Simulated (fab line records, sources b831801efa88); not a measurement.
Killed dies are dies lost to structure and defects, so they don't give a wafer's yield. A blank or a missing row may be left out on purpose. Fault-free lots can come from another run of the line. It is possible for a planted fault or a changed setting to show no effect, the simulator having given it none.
What tool caused it? / flow sky130 / Sampling: 11 lots, 33 wafers, 7 of 708 route steps

WHAT EACH GAUGE READ, for each wafer
SKY_CONTACT_RS_MEAS_25: the measuring method here is four-point-probe.
lot=L501; measured=day 32 02:01; on=film_metro-01; CONTACT_W_RS (ohm/sq)=0.345 0.345 0.347
lot=L502; measured=day 32 04:11; on=film_metro-04; CONTACT_W_RS (ohm/sq)=0.328 0.328 0.328
lot=L504; measured=day 32 21:21; on=film_metro-03; CONTACT_W_RS (ohm/sq)=0.327 0.345 0.330
lot=L506; measured=day 33 15:14; on=film_metro-04; CONTACT_W_RS (ohm/sq)=0.344 0.338 0.344
lot=L508; measured=day 34 19:37; on=film_metro-01; CONTACT_W_RS (ohm/sq)=0.330 0.323 0.234 0.330 0.323 0.235
lot=L510; measured=day 35 06:52; on=film_metro-04; CONTACT_W_RS (ohm/sq)=0.326 0.235 0.331 0.326 0.235 0.330
lot=L518; measured=day 37 03:07; on=film_metro-03; CONTACT_W_RS (ohm/sq)=0.333 0.335 0.345
lot=L517; measured=day 37 07:05; on=film_metro-01; CONTACT_W_RS (ohm/sq)=0.347 0.338 0.347
lot=L520; measured=day 37 22:07; on=film_metro-01; CONTACT_W_RS (ohm/sq)=0.350 0.340 0.349
lot=L522; measured=day 38 15:19; on=film_metro-01; CONTACT_W_RS (ohm/sq)=0.327 0.328 0.329
lot=L523; measured=day 38 23:05; on=film_metro-03; CONTACT_W_RS (ohm/sq)=0.340 0.329 0.344

SKY_CONTACT_THK_MEAS_26: measures by xrf.
lot=L501; measured=day 32 02:07; on=film_metro-01; CONTACT_W_THK (nm)=334 336 333
lot=L502; measured=day 32 04:18; on=film_metro-04; CONTACT_W_THK (nm)=354 352 356
lot=L504; measured=day 32 21:28; on=film_metro-03; CONTACT_W_THK (nm)=357 341 356
lot=L506; measured=day 33 15:21; on=film_metro-04; CONTACT_W_THK (nm)=338 344 338
lot=L508; measured=day 34 23:02; on=film_metro-01; CONTACT_W_THK (nm)=350 361 496 350 356 491
lot=L510; measured=day 35 10:15; on=film_metro-04; CONTACT_W_THK (nm)=355 490 349 354 490 349
lot=L518; measured=day 37 03:14; on=film_metro-03; CONTACT_W_THK (nm)=346 343 334
lot=L517; measured=day 37 07:12; on=film_metro-01; CONTACT_W_THK (nm)=334 342 333
lot=L520; measured=day 37 22:14; on=film_metro-01; CONTACT_W_THK (nm)=328 340 331
lot=L522; measured=day 38 15:25; on=film_metro-01; CONTACT_W_THK (nm)=350 353 348
lot=L523; measured=day 38 23:13; on=film_metro-03; CONTACT_W_THK (nm)=343 354 338

SKY_METAL2_CD_MEAS_15 targets a cd of 140 nm.
lot=L501; measured=day 35 13:20; on=cd_sem-01; cd_nm (nm)=139.3 140.0 139.7
lot=L502; measured=day 35 17:24; on=cd_sem-02; cd_nm (nm)=140.0 140.4 140.5
lot=L504; measured=day 36 09:56; on=cd_sem-01; cd_nm (nm)=136.4 136.5 138.3
lot=L506; measured=day 37 02:47; on=cd_sem-02; cd_nm (nm)=140.5 140.9 139.4
lot=L508; measured=day 38 07:36; on=cd_sem-02; cd_nm (nm)=137.0 138.2 138.4
lot=L510; measured=day 38 17:13; on=cd_sem-01; cd_nm (nm)=140.3 139.8 140.6
lot=L518; measured=day 40 09:50; on=cd_sem-02; cd_nm (nm)=140.0 138.8 137.4
lot=L517; measured=day 40 14:17; on=cd_sem-01; cd_nm (nm)=139.6 139.9 138.5
lot=L520; measured=day 41 04:23; on=cd_sem-01; cd_nm (nm)=142.3 142.1 142.2
lot=L522; measured=day 41 20:19; on=cd_sem-02; cd_nm (nm)=138.0 139.7 138.6
lot=L523; measured=day 42 03:19; on=cd_sem-02; cd_nm (nm)=139.4 141.3 141.1

SKY_VIA2_BOW_MEAS_03.
lot=L501; measured=day 35 14:50; on=film_metro-01; VIA2_BOW (um)=93 98 95
lot=L502; measured=day 35 18:53; on=film_metro-03; VIA2_BOW (um)=91 85 73
lot=L504; measured=day 36 11:36; on=film_metro-04; VIA2_BOW (um)=87 83 95
lot=L506; measured=day 37 04:14; on=film_metro-03; VIA2_BOW (um)=82 95 83
lot=L508; measured=day 38 09:04; on=film_metro-03; VIA2_BOW (um)=85 88 100
lot=L510; measured=day 38 18:38; on=film_metro-04; VIA2_BOW (um)=96 87 95
lot=L518; measured=day 40 11:17; on=film_metro-01; VIA2_BOW (um)=88 90 97
lot=L517; measured=day 40 15:42; on=film_metro-01; VIA2_BOW (um)=99 80 82
lot=L520; measured=day 41 05:48; on=film_metro-04; VIA2_BOW (um)=98 93 83
lot=L522; measured=day 41 21:49; on=film_metro-04; VIA2_BOW (um)=98 89 86
lot=L523; measured=day 42 04:46; on=film_metro-01; VIA2_BOW (um)=80 88 77

TOOL THAT RAN EACH LOT (tool first, then ch and the chambers of the sampled wafers, then the start)
lot=L501; SKY_CONTACT_CVD_24=cvd_w-02 ch 0,1, day 32 01:53; SKY_CONTACT_CMP_27=cmp-01 ch 0,1, day 32 02:11; SKY_VIA1_CMP_24=cmp-01 ch 1,2,3, day 34 09:59
lot=L502; SKY_CONTACT_CVD_24=cvd_w-01 ch 1, day 32 04:04; SKY_CONTACT_CMP_27=cmp-02 ch 1,3, day 32 04:22; SKY_VIA1_CMP_24=cmp-01 ch 1,3, day 34 13:11
lot=L504; SKY_CONTACT_CVD_24=cvd_w-01 ch 0,1, day 32 21:14; SKY_CONTACT_CMP_27=cmp-01 ch 1,2,3, day 32 21:35; SKY_VIA1_CMP_24=cmp-01 ch 0,1,2, day 35 06:17
lot=L506; SKY_CONTACT_CVD_24=cvd_w-02 ch 0,1, day 33 15:07; SKY_CONTACT_CMP_27=cmp-01 ch 0,1,2, day 33 15:27; SKY_VIA1_CMP_24=cmp-02 ch 0,2,3, day 35 23:22
lot=L508; SKY_CONTACT_CVD_24=cvd_w-01 ch 0,1, day 34 19:31; SKY_CONTACT_CMP_27=cmp-02 ch 1,2, day 35 01:48; SKY_VIA1_CMP_24=cmp-02 ch 0,2, day 37 05:35
lot=L510; SKY_CONTACT_CVD_24=cvd_w-01 ch 0,1, day 35 06:45; SKY_CONTACT_CMP_27=cmp-02 ch 1,2, day 35 13:29; SKY_VIA1_CMP_24=cmp-01 ch 0,2,3, day 37 15:59
lot=L518; SKY_CONTACT_CVD_24=cvd_w-02 ch 0,1, day 37 03:01; SKY_CONTACT_CMP_27=cmp-02 ch 1,2,3, day 37 03:27; SKY_VIA1_CMP_24=cmp-02 ch 1,2, day 39 08:03
lot=L517; SKY_CONTACT_CVD_24=cvd_w-02 ch 0,1, day 37 06:58; SKY_CONTACT_CMP_27=cmp-02 ch 0,1,2, day 37 07:16; SKY_VIA1_CMP_24=cmp-02 ch 0,1,3, day 39 12:27
lot=L520; SKY_CONTACT_CVD_24=cvd_w-02 ch 0,1, day 37 22:00; SKY_CONTACT_CMP_27=cmp-02 ch 0,1,3, day 37 22:17; SKY_VIA1_CMP_24=cmp-02 ch 0,2,3, day 40 03:18
lot=L522; SKY_CONTACT_CVD_24=cvd_w-01 ch 1, day 38 15:11; SKY_CONTACT_CMP_27=cmp-01 ch 1,2,3, day 38 15:28; SKY_VIA1_CMP_24=cmp-01 ch 0,2,3, day 40 20:33
lot=L523; SKY_CONTACT_CVD_24=cvd_w-01 ch 0,1, day 38 22:59; SKY_CONTACT_CMP_27=cmp-01 ch 0,1, day 38 23:16; SKY_VIA1_CMP_24=cmp-01 ch 0,2,3, day 41 04:33
- SKY_CONTACT_CVD_24: deposits W, target thk 340 nm, time 102.12 s.
- SKY_CONTACT_CMP_27: polishes, stops on SiO2, t overpolish 15 s, target thk 0 nm.
- SKY_VIA1_CMP_24: polishes, stops on SiO2, t overpolish 15 s, target thk 0 nm.

WHAT THE TOOLS THEMSELVES READ (means of the sampled wafers that have a number; where no wafer has one, the mark that the record gives instead)
SKY_CONTACT_CVD_24.
lot=L501; tool=cvd_w-02; heater_power_w (W)=951; susceptor_temp_C (C)=399.96
lot=L502; tool=cvd_w-01; heater_power_w (W)=664; susceptor_temp_C (C)=400.09
lot=L504; tool=cvd_w-01; heater_power_w (W)=741; susceptor_temp_C (C)=399.91
lot=L506; tool=cvd_w-02; heater_power_w (W)=856; susceptor_temp_C (C)=400.14
lot=L508; tool=cvd_w-01; heater_power_w (W)=740; susceptor_temp_C (C)=400.13
lot=L510; tool=cvd_w-01; heater_power_w (W)=760; susceptor_temp_C (C)=399.97
lot=L518; tool=cvd_w-02; heater_power_w (W)=943; susceptor_temp_C (C)=400.21
lot=L517; tool=cvd_w-02; heater_power_w (W)=846; susceptor_temp_C (C)=400.20
lot=L520; tool=cvd_w-02; heater_power_w (W)=845; susceptor_temp_C (C)=399.79
lot=L522; tool=cvd_w-01; heater_power_w (W)=675; susceptor_temp_C (C)=400.12
lot=L523; tool=cvd_w-01; heater_power_w (W)=820; susceptor_temp_C (C)=399.92

SKY_CONTACT_CMP_27.
lot=L501; tool=cmp-01; motor_current_A (A)=11.0; time_to_endpoint_s (s)=78
lot=L502; tool=cmp-02; motor_current_A (A)=11.6; time_to_endpoint_s (s)=87
lot=L504; tool=cmp-01; motor_current_A (A)=12.4; time_to_endpoint_s (s)=85
lot=L506; tool=cmp-01; motor_current_A (A)=11.3; time_to_endpoint_s (s)=83
lot=L508; tool=cmp-02; motor_current_A (A)=10.7; time_to_endpoint_s (s)=98
lot=L510; tool=cmp-02; motor_current_A (A)=10.4; time_to_endpoint_s (s)=96
lot=L518; tool=cmp-02; motor_current_A (A)=11.4; time_to_endpoint_s (s)=81
lot=L517; tool=cmp-02; motor_current_A (A)=11.7; time_to_endpoint_s (s)=83
lot=L520; tool=cmp-02; motor_current_A (A)=12.0; time_to_endpoint_s (s)=79
lot=L522; tool=cmp-01; motor_current_A (A)=12.2; time_to_endpoint_s (s)=85
lot=L523; tool=cmp-01; motor_current_A (A)=10.2; time_to_endpoint_s (s)=83

SKY_VIA1_CMP_24.
lot=L501; tool=cmp-01; motor_current_A (A)=12.2; overpolish_run_s (s)=14.993; time_to_endpoint_s (s)=66
lot=L502; tool=cmp-01; motor_current_A (A)=12.0; overpolish_run_s (s)=14.987; time_to_endpoint_s (s)=62
lot=L504; tool=cmp-01; motor_current_A (A)=11.4; overpolish_run_s (s)=15.000; time_to_endpoint_s (s)=67
lot=L506; tool=cmp-02; motor_current_A (A)=11.6; overpolish_run_s (s)=14.998; time_to_endpoint_s (s)=70
lot=L508; tool=cmp-02; motor_current_A (A)=10.9; overpolish_run_s (s)=15.002; time_to_endpoint_s (s)=68
lot=L510; tool=cmp-01; motor_current_A (A)=11.7; overpolish_run_s (s)=15.003; time_to_endpoint_s (s)=69
lot=L518; tool=cmp-02; motor_current_A (A)=10.7; overpolish_run_s (s)=15.001; time_to_endpoint_s (s)=72
lot=L517; tool=cmp-02; motor_current_A (A)=11.8; overpolish_run_s (s)=15.000; time_to_endpoint_s (s)=65
lot=L520; tool=cmp-02; motor_current_A (A)=11.6; overpolish_run_s (s)=15.011; time_to_endpoint_s (s)=71
lot=L522; tool=cmp-01; motor_current_A (A)=11.6; overpolish_run_s (s)=15.004; time_to_endpoint_s (s)=65
lot=L523; tool=cmp-01; motor_current_A (A)=11.7; overpolish_run_s (s)=14.999; time_to_endpoint_s (s)=66

THE ANSWER, worked out from the rows above alone
Rule: the usual values come from the lots themselves. The widest of any qualifying gaps counts: lots, ordered by their means at a reading, are off when they make up no more than a third of the lots, leave a main group of 4 or more, and stand apart from it by 3 or more times the standard deviation of that group's means. If all means in a main group match to the digits the tables above print for the reading, that group is not used. A lot without any number at a reading at which 4 lots or more have one is off too. Where the step has rows for the other lots, those lots are counted as sound. Order of review: gauges by route order, followed by the tools' own readings, for which a lot's mean as printed above is used. At the first step where some lot is off, the reading lying furthest off is the one used; lots without a number count as furthest.
Off: at SKY_CONTACT_RS_MEAS_25 (CONTACT_W_RS), L508, L510. For the main group the mean is 0.338 ohm/sq and the standard deviation 0.0066.
A tool fits if, at a process step before that reading, it ran every lot that is off, and no sound lot after the first of them. Not tried: the gauges at SKY_CONTACT_RS_MEAS_25; whatever is off there is also off at SKY_CONTACT_CMP_27, on other tools, and gauge error can't account for it. Of those tried, none fits.

WHAT THE SIMULATOR HAD INSERTED
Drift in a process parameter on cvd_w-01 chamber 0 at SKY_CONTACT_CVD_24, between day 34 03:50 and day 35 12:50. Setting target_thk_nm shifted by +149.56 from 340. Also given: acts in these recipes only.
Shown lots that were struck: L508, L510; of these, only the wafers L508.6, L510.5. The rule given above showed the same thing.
